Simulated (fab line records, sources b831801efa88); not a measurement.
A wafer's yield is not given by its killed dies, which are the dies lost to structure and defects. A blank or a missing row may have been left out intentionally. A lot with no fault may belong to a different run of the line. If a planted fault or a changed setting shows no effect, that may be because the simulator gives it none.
fab line records    flow sky130
record lots=6  wafers=17  last_day=49
route steps=708 shown VIA2@510 PAD_OPEN@708
lots untouched by any fault: they come from a run of this same line in which no faults occurred
start_h: start of the lot's first displayed wafer, in hours after the record's first day    wait_h: hours since the lot's step before    " repeats the value in the row above    L1.1+2: one row covering several wafers at once    - no value, or no start was given    * or withheld: withheld    < > ~ a bound
route shown NAME@n: a module of which the file shows steps, and the number in the route of the first    usual: mean and standard deviation over wafers with no fault    same: alike in all rows    chamber/n: place in a boat    sites: per-site readings    _std_site: the values' standard deviation    _edge_site: inner sites' mean taken away from outer sites' mean    radius_mm: for every site, how far away it sits from the centre of the wafer    mask NAME#n: copy n    behind: the tool/chamber that last shaped the wafer    hold: what put the lot on hold/how long, in hours/how the hold closed    device: the transistor (n, p or np) that didn't switch    end of line: tests run on the same wafers once the route is complete    a step given without rows: its recipe and nothing more    killed: not the wafer's yield, but the dies lost to structure and defects at the first sort    map: shows each die of a wafer: x if killed, . if not, _ if none is there
set.NAME: the setting as run; set.NAME@STEP: as run at that earlier step    model.NAME: the simulator's own value behind a step, which no gauge read
lots at selected steps of the route; one table per step, one row per wafer
services: a tool's chamber out of use, with start hour (start_h, from the record's first day; less than 0 if before it), hours out, and reason
## steps
# step SKY_VIA2_BOW_MEAS_03
# recipe mode=bow
# usual VIA2_BOW=86/7.6
lot.wafer  tool           chamber  start_h  wait_h  VIA2_BOW[um]
L723.1     film_metro-01  -        826.67   0.2     71
L723.5     "              -        "        "       94
L723.6     "              -        "        "       92
L732.4     film_metro-04  -        896.04   0.2     83
L732.6     "              -        "        "       83
L734.1     film_metro-04  -        917.18   0.2     79
L734.4     "              -        "        "       82
L734.5     "              -        "        "       82
L736.1     film_metro-02  -        923.26   0.1     74
L736.2     "              -        "        "       71
L736.3     "              -        "        "       86
L738.1     film_metro-04  -        939.51   0.2     85
L738.2     "              -        "        "       77
L738.6     "              -        "        "       83
L742.1     film_metro-04  -        963.67   0.1     79
L742.4     "              -        "        "       86
L742.6     "              -        "        "       84
# step SKY_VIA2_DEHYDRATE_04
# recipe temp_c=200  time_s=60
# step SKY_VIA2_HMDS_05
# recipe prime_time_s=60  prime_temp_c=120
# step SKY_VIA2_COAT_06
# recipe resist=BARC  temp_c=withheld  time_s=withheld  spin_rpm=3000  resist_thk_nm=60
# step SKY_VIA2_COAT_07
# recipe resist=KrF-thick  spin_rpm=3000  resist_thk_nm=450
# step SKY_VIA2_SOFTBAKE_08
# recipe temp_c=100  time_s=90  resist=KrF-thick
# step SKY_VIA2_EXPOSE_09
# recipe mask_id=VIM2  na=0.8  source_shape=annular  sigma_inner=0.55  sigma_outer=0.85  target_cd_nm=200  dose_mj=38
# step SKY_VIA2_PEB_10
# recipe peb_temp_c=withheld  peb_time_s=withheld  resist=KrF-thick
# step SKY_VIA2_DEVELOP_11
# recipe develop_time_s=60  resist=KrF-thick  dev_temp_c=21
# step SKY_VIA2_CD_MEAS_12
# recipe target_cd_nm=200
# usual cd_nm=200.4/1.2
lot.wafer  tool       chamber  start_h  wait_h  cd_nm
L723.1     cd_sem-01  -        853.03   -       201.8
L723.5     "          -        "        "       200.9
L723.6     "          -        "        "       200.5
L732.4     cd_sem-02  -        920.19   -       200.6
L732.6     "          -        "        "       201.1
L734.1     cd_sem-02  -        942.14   -       202.1
L734.4     "          -        "        "       201.1
L734.5     "          -        "        "       201.7
L736.1     cd_sem-01  -        947.46   -       203.2
L736.2     "          -        "        "       203.8
L736.3     "          -        "        "       201.6
L738.1     cd_sem-01  -        963.96   -       200.5
L738.2     "          -        "        "       201.5
L738.6     "          -        "        "       200.3
L742.1     cd_sem-01  -        987.41   -       198.8
L742.4     "          -        "        "       199.5
L742.6     "          -        "        "       198.5
# step SKY_VIA2_OVL_MEAS_13
# usual VIA2_OVL=-3/5.9
lot.wafer  tool        chamber  start_h  wait_h  VIA2_OVL[nm]
L723.1     overlay-01  -        853.15   0.1     1
L723.5     "           -        "        "       3
L723.6     "           -        "        "       3
L732.4     overlay-02  -        920.27   0.1     -5
L732.6     "           -        "        "       -13
L734.1     overlay-02  -        942.26   0.1     0
L734.4     "           -        "        "       -9
L734.5     "           -        "        "       -8
L736.1     overlay-01  -        947.58   0.1     4
L736.2     "           -        "        "       3
L736.3     "           -        "        "       7
L738.1     overlay-01  -        964.08   0.1     -7
L738.2     "           -        "        "       -3
L738.6     "           -        "        "       -10
L742.1     overlay-01  -        987.53   0.1     1
L742.4     "           -        "        "       -5
L742.6     "           -        "        "       -1
# step SKY_VIA2_ETCH_14
# recipe chemistry=N2/H2  target=BARC  ion_energy_ev=200  source_w=500  bias_w=100  pressure_mtorr=30  n2_flow_sccm=100  h2_flow_sccm=200  stop_on=SiO2  time_s=45.9  target_depth_a=600
# usual drypump_motor_current_A=5.8/0.54  h2_flow_sccm=200.1/0.56  oes_product_au=0.856/0.0048  rf_fwd_power_W=494.7/2.2  run_length_s=74.2/0.39  throttle_valve_pct=13.224/0.0084
lot.wafer  tool         chamber  start_h  wait_h  drypump_motor_current_A  h2_flow_sccm  oes_product_au  rf_fwd_power_W  rf_hours_counter_h  run_length_s  throttle_valve_pct
L723.1     rie_diel-04  1        853.18   0.0     6.4                      200.0         0.856           495.2           14                  74.0          13.209
L723.5     "            0        "        "       5.7                      200.3         0.860           497.2           -                   73.4          13.216
L723.6     "            3        "        "       4.7                      200.1         0.853           494.1           -                   74.3          13.237
L732.4     rie_diel-04  0        920.28   0.0     5.7                      199.7         0.864           499.1           6                   73.6          13.232
L732.6     "            2        "        "       6.3                      200.2         0.857           492.3           -                   74.4          13.217
L734.1     rie_diel-04  1        942.29   0.0     6.4                      199.3         0.851           496.3           17                  74.0          13.226
L734.4     "            1        "        "       6.4                      200.7         0.858           496.9           -                   73.9          13.226
L734.5     "            0        "        "       5.7                      201.1         0.857           494.9           -                   73.6          13.225
L736.1     rie_diel-03  1        947.62   0.0     6.2                      199.8         0.867           492.8           12                  74.2          13.210
L736.2     "            2        "        "       6.4                      200.5         0.855           497.6           17                  74.1          13.211
L736.3     "            0        "        "       5.3                      199.5         0.857           495.2           25                  74.6          13.207
L738.1     rie_diel-02  2        964.11   0.0     5.1                      199.8         0.860           494.3           10                  74.5          13.245
L738.2     "            3        "        "       5.7                      199.9         0.864           497.1           23                  74.7          13.221
L738.6     "            1        "        "       5.1                      200.6         0.860           493.0           -                   74.2          13.237
L742.1     rie_diel-02  0        987.56   0.0     6.3                      200.2         0.850           492.8           13                  74.1          13.213
L742.4     "            1        "        "       5.2                      201.2         0.850           490.6           4                   73.9          13.213
L742.6     "            1        "        "       5.2                      200.3         0.850           492.9           -                   73.9          13.213
# step SKY_VIA2_ETCH_15
# recipe target=SiO2  chemistry=C4F8/O2/Ar  target_depth_nm=546  stop_on=TiN  mask_material=KrF-thick  source_w=1500  bias_w=1200  pressure_mtorr=40  c4f8_flow_sccm=withheld  O2_flow_sccm=6  Ar_flow_sccm=300  time_s=84
# usual oes_product_au=0.939/0.0045  rf_fwd_power_W=1490/5.8  run_length_s=112.3/0.41
lot.wafer  tool         chamber  start_h  wait_h  oes_product_au  rf_fwd_power_W  rf_hours_counter_h  run_length_s  model.VIA2.feature_depth_nm  model.etch.depth_nm  model.KrF-thick_of_VIA2_COAT_07.thk_nm
L723.1     rie_diel-04  1        853.22   0.0     0.947           1493            14                  111.8         494.8                        494.8                283.2
L723.5     "            0        "        "       0.943           1503            -                   111.7         495.4                        495.4                283.3
L723.6     "            3        "        "       0.946           1483            -                   112.2         494.9                        494.9                282.8
L732.4     rie_diel-04  0        920.33   0.0     0.941           1493            6                   112.1         494.4                        494.4                287.4
L732.6     "            2        "        "       0.995           -               -                   101.2         475.1                        475.1                300.1
L734.1     rie_diel-04  1        942.34   0.0     0.945           1493            17                  112.2         495                          495                  282.6
L734.4     "            1        "        "       0.941           1487            -                   111.8         494                          494                  283.5
L734.5     "            0        "        "       1.007           -               -                   100.3         472.4                        472.4                299.1
L736.1     rie_diel-03  1        947.66   0.0     0.936           1485            12                  112.6         495.9                        495.9                286.6
L736.2     "            2        "        "       0.936           1496            17                  111.9         494.7                        494.7                287.4
L736.3     "            0        "        "       0.936           1488            25                  113.2         494.3                        494.3                283.6
L738.1     rie_diel-02  2        964.15   0.0     0.936           1487            10                  112.8         493.9                        493.9                286.6
L738.2     "            3        "        "       0.940           1491            23                  112.3         494                          494                  285.1
L738.6     "            1        "        "       0.944           1478            -                   112.1         495.3                        495.3                282.9
L742.1     rie_diel-02  0        987.60   0.0     0.937           1487            13                  112.8         495.3                        495.3                286
L742.4     "            1        "        "       0.936           1482            4                   112.1         495.5                        495.5                283.3
L742.6     "            1        "        "       0.945           1483            -                   112.4         494.9                        494.9                284.2
# step SKY_VIA2_STRIP_16
# recipe chemistry=O2/N2  power_w=1400  pressure_mtorr=1500  platen_temp_c=withheld  o2_flow_sccm=3000  n2_flow_sccm=300  overash_fraction=0.5
# usual drypump_motor_current_A=5.3/0.5  oes_product_au=0.399/0.0048  strip_time_to_endpoint_s=4.059/0.025
lot.wafer  tool             chamber  start_h  wait_h  drypump_motor_current_A  oes_product_au  rf_hours_counter_h  strip_time_to_endpoint_s
L723.1     plasma_asher-03  1        853.29   0.0     5.0                      0.398           77                  4.053
L723.5     "                0        "        "       6.1                      0.393           -                   4.049
L723.6     "                1        "        "       4.9                      0.390           -                   4.029
L732.4     plasma_asher-03  0        920.42   0.1     6.1                      0.402           -                   4.088
L732.6     "                0        "        "       6.1                      0.405           -                   4.233
L734.1     plasma_asher-03  0        942.40   0.0     6.1                      0.397           86                  4.037
L734.4     "                1        "        "       5.0                      0.398           -                   4.064
L734.5     "                0        "        "       6.1                      0.406           -                   4.199
L736.1     plasma_asher-03  0        947.72   0.0     6.1                      0.392           86                  4.082
L736.2     "                1        "        "       5.0                      0.395           86                  4.080
L736.3     "                1        "        "       5.0                      0.397           -                   4.046
L738.1     plasma_asher-03  1        964.22   0.0     5.0                      0.390           88                  4.072
L738.2     "                0        "        "       6.1                      0.403           88                  4.075
L738.6     "                1        "        "       5.0                      0.396           -                   4.043
L742.1     plasma_asher-02  0        987.67   0.0     4.8                      0.392           112                 4.073
L742.4     "                0        "        "       4.8                      0.402           -                   4.043
L742.6     "                0        "        "       4.8                      0.393           -                   4.049
# step SKY_VIA2_STRIP_17
# recipe chemistry=post_etch_residue_remover  time_s=1200  temp_c=72.5
# step SKY_PAD_OPEN_PROBE_99
# usual defect_limited_yield=82.4/1.9  killed_at_M0_to_M3=43/7.5  killed_at_M4_up=3.3/1.9  killed_at_contacts=24/4.6  killed_at_front_end=16/4.9  killed_at_other=0.2/0.46  killed_dies=87/9.1  killed_open=47/7.4  killed_short=39/6.6
# same gross_dies=492  killed_at_back_side=0
lot.wafer  tool       chamber  start_h  wait_h  defect_limited_yield[%]  killed_at_M0_to_M3  killed_at_M4_up  killed_at_contacts  killed_at_front_end  killed_at_other  killed_dies  killed_open  killed_short  model.etest.tester.sort_n_pass  model.etest.tester.sort_yield_pct  model.etest.tester.sort_bin_5_pct  model.etest.via2_chain.rc_ohm  model.etest.tester.sort_bin_8_pct
L723.1     prober-02  -        1078.93  0.1     83.3                     37                  0                21                  24                   0                82           42           40            410                             83.33                              9.756                              9.351                          0
L723.5     prober-02  -        1079.13  0.2     82.1                     50                  3                27                  8                    0                88           46           42            404                             82.11                              10.37                              10.45                          0
L723.6     prober-02  -        1079.18  0.2     82.5                     39                  2                24                  20                   1                86           45           41            406                             82.52                              9.553                              9.863                          0
L732.4     prober-02  -        1132.66  0.2     83.3                     38                  3                24                  16                   1                82           47           35            410                             83.33                              10.98                              10.08                          0
L732.6     prober-02  -        1132.76  0.2     83.3                     37                  4                20                  21                   0                82           37           44            338                             68.7                               23.97                              14.77                          0.00935
L734.1     prober-02  -        1150.37  0.1     79.7                     43                  6                35                  16                   0                100          46           54            392                             79.67                              11.18                              9.859                          0
L734.4     prober-02  -        1150.52  0.2     85.2                     32                  3                21                  17                   0                73           40           33            419                             85.16                              8.943                              9.78                           0
L734.5     prober-02  -        1150.57  0.2     79.3                     62                  6                20                  14                   0                102          52           50            273                             55.49                              35.57                              18.65                          2.495e-05
L736.1     prober-02  -        1153.37  0.1     80.7                     43                  4                30                  18                   0                95           43           52            397                             80.69                              11.79                              9.727                          0
L736.2     prober-02  -        1153.42  0.1     79.9                     45                  4                22                  28                   0                99           65           33            393                             79.88                              12.6                               9.715                          0
L736.3     prober-02  -        1153.47  0.2     82.3                     44                  3                19                  21                   0                87           47           40            405                             82.32                              11.38                              10.21                          0
L738.1     prober-02  -        1164.66  0.1     83.3                     30                  0                32                  20                   0                82           45           37            410                             83.33                              10.37                              9.819                          0
L738.2     prober-02  -        1164.71  0.1     82.9                     41                  5                25                  13                   0                84           41           42            408                             82.93                              8.74                               9.621                          0
L738.6     prober-02  -        1164.91  0.2     79.1                     58                  3                27                  15                   0                103          60           43            389                             79.06                              10.98                              10.5                           0
L742.1     prober-01  -        1183.91  0.1     85.8                     34                  3                22                  11                   0                70           29           41            422                             85.77                              7.52                               10.49                          0
L742.4     prober-01  -        1184.06  0.2     82.9                     32                  4                33                  15                   0                84           46           38            408                             82.93                              9.553                              9.856                          0
L742.6     prober-01  -        1184.16  0.2     85.0                     27                  5                33                  9                    0                74           37           37            418                             84.96                              8.537                              9.861                          0
# killed by level:class
L723.1 VIA1:geometric_particle:open=11 FIELD_ISO:geometric_particle:short=10 LI_CONTACT:geometric_particle:open=8 POLY_GATE:geometric_particle:open=5 CONTACT:geometric_particle:open=5 FIELD_ISO:geometric_particle:open=4 VIA1:geometric_particle:short=4 CONTACT:geometric_particle:short=4
L723.5 CONTACT:geometric_particle:open=13 VIA1:geometric_particle:open=9 METAL2:geometric_particle:short=8 VIA3:geometric_particle:short=6 VIA3:geometric_particle:open=6 VIA2:geometric_particle:short=6 LI_CONTACT:geometric_particle:open=5 CONTACT:geometric_particle:short=5
L723.6 CONTACT:geometric_particle:open=11 FIELD_ISO:geometric_particle:open=8 METAL1:geometric_particle:short=8 VIA1:geometric_particle:short=7 VIA2:geometric_particle:open=6 LI_CONTACT:geometric_particle:open=5 METAL2:geometric_particle:short=5 VIA3:geometric_particle:open=5
L732.4 VIA1:geometric_particle:open=10 CONTACT:geometric_particle:short=8 VIA2:geometric_particle:open=8 FIELD_ISO:geometric_particle:open=7 CONTACT:geometric_particle:open=7 VIA3:geometric_particle:open=5 LOCAL_INTERCONNECT:geometric_particle:short=4 VIA1:geometric_particle:short=4
L732.6 METAL1:geometric_particle:short=8 VIA3:geometric_particle:open=7 CONTACT:geometric_particle:short=6 CONTACT:geometric_particle:open=6 VIA1:geometric_particle:open=6 FIELD_ISO:geometric_particle:open=5 POLY_GATE:geometric_particle:short=5 METAL2:geometric_particle:short=5
L734.1 CONTACT:geometric_particle:open=14 VIA1:geometric_particle:open=10 FIELD_ISO:geometric_particle:short=8 VIA3:geometric_particle:open=8 LI_CONTACT:geometric_particle:open=7 LOCAL_INTERCONNECT:geometric_particle:short=7 VIA3:geometric_particle:short=7 METAL2:geometric_particle:short=6
L734.4 LI_CONTACT:geometric_particle:open=11 FIELD_ISO:geometric_particle:short=6 LOCAL_INTERCONNECT:geometric_particle:short=5 METAL2:geometric_particle:short=5 VIA3:geometric_particle:open=5 FIELD_ISO:geometric_particle:open=4 METAL1:geometric_particle:short=4 METAL2:geometric_particle:open=4
L734.5 VIA2:geometric_particle:open=12 VIA1:geometric_particle:open=11 VIA3:geometric_particle:open=10 VIA1:geometric_particle:short=8 METAL2:geometric_particle:short=7 POLY_GATE:geometric_particle:short=6 LI_CONTACT:geometric_particle:short=6 CONTACT:geometric_particle:open=5
L736.1 CONTACT:geometric_particle:open=9 VIA1:geometric_particle:open=8 METAL1:geometric_particle:short=7 VIA3:geometric_particle:short=7 LI_CONTACT:geometric_particle:open=6 METAL2:geometric_particle:short=6 FIELD_ISO:geometric_particle:open=5 LOCAL_INTERCONNECT:geometric_particle:short=5
L736.2 VIA1:geometric_particle:open=11 FIELD_ISO:geometric_particle:open=9 LI_CONTACT:geometric_particle:open=8 CONTACT:geometric_particle:open=8 POLY_GATE:geometric_particle:open=7 VIA2:geometric_particle:open=7 VIA3:geometric_particle:open=6 METAL1:geometric_particle:short=5
L736.3 METAL2:geometric_particle:short=10 CONTACT:geometric_particle:open=9 VIA1:geometric_particle:open=9 FIELD_ISO:geometric_particle:open=8 VIA2:geometric_particle:open=7 FIELD_ISO:geometric_particle:short=5 POLY_GATE:geometric_particle:short=5 VIA3:geometric_particle:open=5
L738.1 LI_CONTACT:geometric_particle:open=10 CONTACT:geometric_particle:open=9 VIA1:geometric_particle:open=7 METAL2:geometric_particle:short=7 CONTACT:geometric_particle:short=6 METAL1:geometric_particle:short=5 FIELD_ISO:geometric_particle:open=4 FIELD_ISO:geometric_particle:short=4
L738.2 LI_CONTACT:geometric_particle:open=9 CONTACT:geometric_particle:open=8 METAL1:geometric_particle:short=7 CONTACT:geometric_particle:short=6 VIA1:geometric_particle:open=6 VIA2:geometric_particle:open=6 METAL2:geometric_particle:short=5 METAL3:geometric_particle:short=5
L738.6 CONTACT:geometric_particle:open=11 VIA1:geometric_particle:open=10 VIA3:geometric_particle:open=9 LI_CONTACT:geometric_particle:open=8 VIA1:geometric_particle:short=8 CONTACT:geometric_particle:short=6 POLY_GATE:geometric_particle:short=6 VIA2:geometric_particle:open=6
L742.1 CONTACT:geometric_particle:open=9 METAL1:geometric_particle:short=6 CONTACT:geometric_particle:short=5 VIA1:geometric_particle:open=5 METAL2:geometric_particle:short=5 VIA3:geometric_particle:open=4 LOCAL_INTERCONNECT:geometric_particle:short=4 POLY_GATE:geometric_particle:short=3
L742.4 CONTACT:geometric_particle:open=15 VIA1:geometric_particle:open=8 LI_CONTACT:geometric_particle:open=7 CONTACT:geometric_particle:short=7 VIA3:geometric_particle:short=6 POLY_GATE:geometric_particle:short=5 METAL2:geometric_particle:short=5 METAL1:geometric_particle:short=4
L742.6 CONTACT:geometric_particle:open=11 LOCAL_INTERCONNECT:geometric_particle:short=7 METAL1:geometric_particle:short=6 FIELD_ISO:geometric_particle:open=4 LI_CONTACT:geometric_particle:short=4 LI_CONTACT:geometric_particle:open=4 CONTACT:geometric_particle:short=4 VIA1:geometric_particle:open=4
## services
tool         chamber  start_h  hours  kind
rie_diel-02  -        840.04   3.4    repair
rie_diel-02  -        862.09   0.6    repair
rie_diel-03  1        873.78   6.6    repair
rie_diel-04  2        882.00   5.9    repair
rie_diel-02  1        908.29   15.2   repair
rie_diel-03  1        970.18   14.6   repair
rie_diel-04  3        976.97   8.4    repair
## key
first_sign step=SKY_VIA2_ETCH_15  reading=run_length_s  direction=down  sigmas=28  usual=*  struck=*
effect step=SKY_VIA2_ETCH_15  reading=oes_product_au  direction=up  sigmas=14  usual=0.939  struck=1.001
effect step=SKY_VIA2_STRIP_16  reading=strip_time_to_endpoint_s  direction=up  sigmas=6.4  usual=*  struck=*
model_effect step=SKY_VIA2_ETCH_15  value=VIA2.feature_depth_nm  without=494.6  struck=473.7
model_effect step=SKY_PAD_OPEN_PROBE_99  value=etest.tester.sort_n_pass  without=400  struck=305.5
met_at SKY_VIA2_ETCH_15
struck_wafers L732.6,L734.5
onset_between 853.22 920.33
fault kind=process_parameter_drift  tool=rie_diel-04  chamber=-  onset_h=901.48  steps=SKY_VIA2_ETCH_15  channel=time_s  offset=*  shape=step  end_h=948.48  scope=struck_wafers_only  acts_in=*  stated=*
